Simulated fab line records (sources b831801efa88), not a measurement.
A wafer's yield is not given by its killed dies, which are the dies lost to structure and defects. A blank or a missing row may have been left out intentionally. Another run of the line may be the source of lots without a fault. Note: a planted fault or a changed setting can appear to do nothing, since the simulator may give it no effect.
Which tool did it? + flow sky130 + 10 lots with 30 wafers sampled at 6 steps, on a route of 708 steps

== WHAT THE GAUGES SHOWED, per wafer ==
Not one reading of a measure or inspect step in the record can be checked against a usual standard deviation.

== WHICH TOOL RAN EACH LOT (tool, then ch and the chambers of the sampled wafers, then the start) ==
| lot  | SKY_METAL3_SPUTTER_00        | SKY_CAPM_COAT_07                  | SKY_CAPM_METAL_ETCH_13            | SKY_CAPM_STRIP_14                    | SKY_METAL3_ETCH_16                | SKY_PAD_OPEN_PROBE_99   |
|------|------------------------------|-----------------------------------|-----------------------------------|--------------------------------------|-----------------------------------|-------------------------|
| L100 | pvd-sputter-02, day 36 19:28 | litho-track-03 ch 0, day 37 07:54 | rie-metal-02 ch 0, day 37 20:57   | plasma-asher-01 ch 0,1, day 37 21:05 | rie-metal-01 ch 0,1, day 38 23:07 | prober-02, day 46 02:37 |
| L102 | pvd-sputter-04, day 37 07:41 | litho-track-01 ch 0, day 37 20:08 | rie-metal-04 ch 1, day 38 08:59   | plasma-asher-02 ch 0,1, day 38 09:08 | rie-metal-04 ch 0,1, day 39 10:56 | prober-02, day 46 13:20 |
| L104 | pvd-sputter-02, day 37 23:52 | litho-track-01 ch 0, day 38 12:02 | rie-metal-02 ch 0, day 39 01:10   | plasma-asher-02 ch 0,1, day 39 01:14 | rie-metal-01 ch 0,1, day 40 02:37 | prober-02, day 47 02:57 |
| L106 | pvd-sputter-02, day 38 18:17 | litho-track-02 ch 0, day 39 06:44 | rie-metal-02 ch 0,1, day 39 18:32 | plasma-asher-02 ch 0,1, day 39 18:37 | rie-metal-04 ch 0,1, day 40 19:02 | prober-02, day 47 14:47 |
| L109 | pvd-sputter-02, day 39 15:16 | litho-track-01 ch 0, day 40 04:31 | rie-metal-03 ch 0,1, day 40 16:40 | plasma-asher-01 ch 0,1, day 40 16:44 | rie-metal-03 ch 0,1, day 41 18:31 | prober-01, day 48 11:41 |
| L114 | pvd-sputter-04, day 41 10:53 | litho-track-01 ch 0, day 41 22:08 | rie-metal-03 ch 0,1, day 42 09:56 | plasma-asher-01 ch 0,1, day 42 10:02 | rie-metal-04 ch 0,1, day 43 09:09 | prober-02, day 49 17:23 |
| L115 | pvd-sputter-04, day 41 11:43 | litho-track-01 ch 0, day 41 23:32 | rie-metal-02 ch 0,1, day 42 11:29 | plasma-asher-01 ch 0,1, day 42 11:34 | rie-metal-03 ch 0,1, day 43 11:28 | prober-01, day 49 19:11 |
| L116 | pvd-sputter-03, day 41 16:46 | litho-track-03 ch 0, day 42 04:24 | rie-metal-04 ch 0,1, day 42 15:38 | plasma-asher-02 ch 1, day 42 15:44   | rie-metal-04 ch 0,1, day 43 14:47 | prober-02, day 49 21:44 |
| L119 | pvd-sputter-03, day 42 11:44 | litho-track-02 ch 0, day 42 23:19 | rie-metal-04 ch 0,1, day 43 10:56 | plasma-asher-03 ch 0,1, day 43 11:01 | rie-metal-04 ch 0,1, day 44 10:50 | prober-01, day 50 12:01 |
| L121 | pvd-sputter-04, day 42 21:08 | litho-track-03 ch 0, day 43 09:10 | rie-metal-03 ch 0,1, day 43 19:34 | plasma-asher-01 ch 0,1, day 43 19:39 | rie-metal-04 ch 0,1, day 44 19:02 | prober-01, day 50 18:17 |
- SKY_METAL3_SPUTTER_00: material Ti, target thk 15 nm, time 10 s.
- SKY_CAPM_COAT_07: resist thk 1140 nm.
- SKY_CAPM_METAL_ETCH_13: etches TiN in Cl2/BCl3, stops on SiO2, target depth 220 nm, time 62.9 s.
- SKY_CAPM_STRIP_14: strips in O2/N2.
- SKY_METAL3_ETCH_16: etches BARC in N2/H2, stops on SiO2, time 88.2 s, target depth 60 nm.
- SKY_PAD_OPEN_PROBE_99

== AS READ BY THE TOOLS THEMSELVES (means over the sampled wafers that have a number; for cases with no such wafer, the mark the record gives instead) ==
SKY_METAL3_SPUTTER_00.
| lot  | tool           | throttle-valve-pct (%) |
|------|----------------|------------------------|
| L100 | pvd-sputter-02 | 30.6                   |
| L102 | pvd-sputter-04 | 30.4                   |
| L104 | pvd-sputter-02 | 30.3                   |
| L106 | pvd-sputter-02 | 29.9                   |
| L109 | pvd-sputter-02 | 31.2                   |
| L114 | pvd-sputter-04 | 29.6                   |
| L115 | pvd-sputter-04 | 30.8                   |
| L116 | pvd-sputter-03 | 30.9                   |
| L119 | pvd-sputter-03 | 31.9                   |
| L121 | pvd-sputter-04 | 30.1                   |

SKY_CAPM_COAT_07.
| lot  | tool           | chill-plate-temp-C (C) |
|------|----------------|------------------------|
| L100 | litho-track-03 | 23.02                  |
| L102 | litho-track-01 | 22.98                  |
| L104 | litho-track-01 | 23.07                  |
| L106 | litho-track-02 | 22.98                  |
| L109 | litho-track-01 | 23.03                  |
| L114 | litho-track-01 | 22.98                  |
| L115 | litho-track-01 | 23.05                  |
| L116 | litho-track-03 | 23.08                  |
| L119 | litho-track-02 | 22.95                  |
| L121 | litho-track-03 | 22.93                  |

SKY_CAPM_METAL_ETCH_13.
| lot  | tool         | bcl3-flow-sccm (sccm) | drypump-motor-current-A (A) | oes-product-au (a.u.) | throttle-valve-pct (%) |
|------|--------------|-----------------------|-----------------------------|-----------------------|------------------------|
| L100 | rie-metal-02 | 29.99                 | 6.7                         | 0.947                 | 21.896                 |
| L102 | rie-metal-04 | 30.04                 | 5.1                         | 0.942                 | 21.897                 |
| L104 | rie-metal-02 | 29.84                 | 6.7                         | 0.933                 | 21.912                 |
| L106 | rie-metal-02 | 29.97                 | 6.2                         | 0.951                 | 21.896                 |
| L109 | rie-metal-03 | 30.06                 | 5.6                         | 0.947                 | 21.900                 |
| L114 | rie-metal-03 | 29.96                 | 5.6                         | 0.935                 | 21.904                 |
| L115 | rie-metal-02 | 30.08                 | 5.8                         | 0.952                 | 21.890                 |
| L116 | rie-metal-04 | 30.04                 | 5.3                         | 0.944                 | 21.895                 |
| L119 | rie-metal-04 | 29.94                 | 5.2                         | 0.949                 | 21.891                 |
| L121 | rie-metal-03 | 29.93                 | 5.9                         | 0.950                 | 21.885                 |

SKY_CAPM_STRIP_14.
| lot  | tool            | drypump-motor-current-A (A) | oes-product-au (a.u.) | strip-time-to-endpoint-s (s) |
|------|-----------------|-----------------------------|-----------------------|------------------------------|
| L100 | plasma-asher-01 | 6.0                         | 0.709                 | 12.79                        |
| L102 | plasma-asher-02 | 6.2                         | 0.711                 | 12.66                        |
| L104 | plasma-asher-02 | 6.2                         | 0.708                 | 12.70                        |
| L106 | plasma-asher-02 | 6.2                         | 0.708                 | 12.69                        |
| L109 | plasma-asher-01 | 5.7                         | 0.712                 | 12.69                        |
| L114 | plasma-asher-01 | 5.9                         | 0.709                 | 13.30                        |
| L115 | plasma-asher-01 | 6.0                         | 0.708                 | 13.27                        |
| L116 | plasma-asher-02 | 6.2                         | 0.709                 | 12.78                        |
| L119 | plasma-asher-03 | 6.1                         | 0.709                 | 12.69                        |
| L121 | plasma-asher-01 | 5.7                         | 0.713                 | 12.74                        |

SKY_METAL3_ETCH_16.
| lot  | tool         | drypump-motor-current-A (A) | oes-product-au (a.u.) | throttle-valve-pct (%) |
|------|--------------|-----------------------------|-----------------------|------------------------|
| L100 | rie-metal-01 | 5.5                         | 0.624                 | 13.208                 |
| L102 | rie-metal-04 | 5.2                         | 0.628                 | 13.216                 |
| L104 | rie-metal-01 | 5.5                         | 0.627                 | 13.198                 |
| L106 | rie-metal-04 | 5.3                         | 0.626                 | 13.206                 |
| L109 | rie-metal-03 | 5.9                         | 0.630                 | 13.215                 |
| L114 | rie-metal-04 | 5.3                         | 0.625                 | 13.212                 |
| L115 | rie-metal-03 | 5.6                         | 0.624                 | 13.206                 |
| L116 | rie-metal-04 | 5.3                         | 0.625                 | 13.218                 |
| L119 | rie-metal-04 | 5.2                         | 0.631                 | 13.204                 |
| L121 | rie-metal-04 | 5.2                         | 0.624                 | 13.195                 |

SKY_PAD_OPEN_PROBE_99.
| lot  | tool      | defect-limited-yield (%) | killed_at_M0_to_M3 | killed_at_M4_up | killed-at-contacts | killed-at-front-end | killed-at-other | killed-dies | killed-on-rim | killed-open | killed-short | sort_bin_3_pad_short (%) | sort_bin_5_function (%) | sort_bin_6_memory (%) | sort-n-pass | sort-yield-pct (%) |
|------|-----------|--------------------------|--------------------|-----------------|--------------------|---------------------|-----------------|-------------|---------------|-------------|--------------|--------------------------|-------------------------|-----------------------|-------------|--------------------|
| L100 | prober-02 | 84.2                     | 39                 | 3.0             | 20                 | 15                  | 0.3             | 78          | 13            | 45          | 32           | 0.4                      | 8.9                     | 6.5                   | 414         | 84.2               |
| L102 | prober-02 | 82.2                     | 41                 | 3.3             | 28                 | 16                  | 0.0             | 87          | 20            | 45          | 42           | 1.0                      | 10.3                    | 6.4                   | 405         | 82.2               |
| L104 | prober-02 | 81.8                     | 45                 | 4.0             | 24                 | 16                  | 0.0             | 89          | 15            | 46          | 44           | 1.0                      | 9.9                     | 7.2                   | 403         | 81.8               |
| L106 | prober-02 | 82.8                     | 36                 | 4.0             | 23                 | 22                  | 0.0             | 85          | 13            | 48          | 37           | 1.2                      | 9.5                     | 6.5                   | 407         | 82.8               |
| L109 | prober-01 | 81.4                     | 47                 | 2.7             | 29                 | 12                  | 0.0             | 91          | 18            | 49          | 42           | 0.8                      | 10.7                    | 7.0                   | 401         | 81.4               |
| L114 | prober-02 | 81.8                     | 38                 | 1.7             | 27                 | 23                  | 0.0             | 90          | 16            | 52          | 38           | 0.8                      | 11.2                    | 6.2                   | 402         | 81.8               |
| L115 | prober-01 | 82.2                     | 45                 | 4.0             | 26                 | 13                  | 0.0             | 87          | 16            | 50          | 38           | 0.7                      | 11.2                    | 5.9                   | 405         | 82.2               |
| L116 | prober-02 | 83.5                     | 42                 | 2.7             | 25                 | 10                  | 1.0             | 81          | 15            | 45          | 36           | 0.7                      | 8.5                     | 7.3                   | 411         | 83.5               |
| L119 | prober-01 | 82.0                     | 47                 | 2.7             | 21                 | 17                  | 0.3             | 89          | 17            | 45          | 43           | 0.8                      | 11.9                    | 5.4                   | 403         | 82.0               |
| L121 | prober-01 | 82.6                     | 42                 | 5.7             | 23                 | 15                  | 0.0             | 86          | 20            | 45          | 40           | 1.0                      | 9.9                     | 6.5                   | 406         | 82.6               |

== THE ANSWER, worked out from the rows above alone ==
Rule: usual is defined by the lots themselves. The widest of any qualifying gaps counts: lots, ordered by their means at a reading, are off when they make up no more than a third of the lots, leave a main group of 4 or more, and stand apart from it by 3 or more times the standard deviation of that group's means. A main group whose means are all the same, to the digits that the tables above print for the reading, isn't used. Also off: a lot with no number at a reading for which 4 or more lots have one. The other lots that the step has rows for count as sound. First the gauges in route order, then the tools' own readings, where a lot's mean is used as printed above. At the first step where some lot is off, the reading lying furthest off is the one used; lots without a number count as furthest.
Off: L114, L115, at SKY_CAPM_STRIP_14 (strip-time-to-endpoint-s). Main group: mean 12.72 s, sd 0.044.
A tool fits if, at that step or a process step before it, it ran every lot that is off, and no sound lot after the first of them. One fits: SKY_CAPM_COAT_07 on litho-track-01. Its last sound lot is L109 (day 40 04:31), its first lot that is off L114 (day 41 22:08): a fault that began between those two fits.

== WHAT THE SIMULATOR HAD PUT IN ==
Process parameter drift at SKY_CAPM_COAT_07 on litho-track-01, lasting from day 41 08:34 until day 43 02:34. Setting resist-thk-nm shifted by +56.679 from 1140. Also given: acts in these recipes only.
Lots struck among those shown: L114, L115. The rule above found the same.
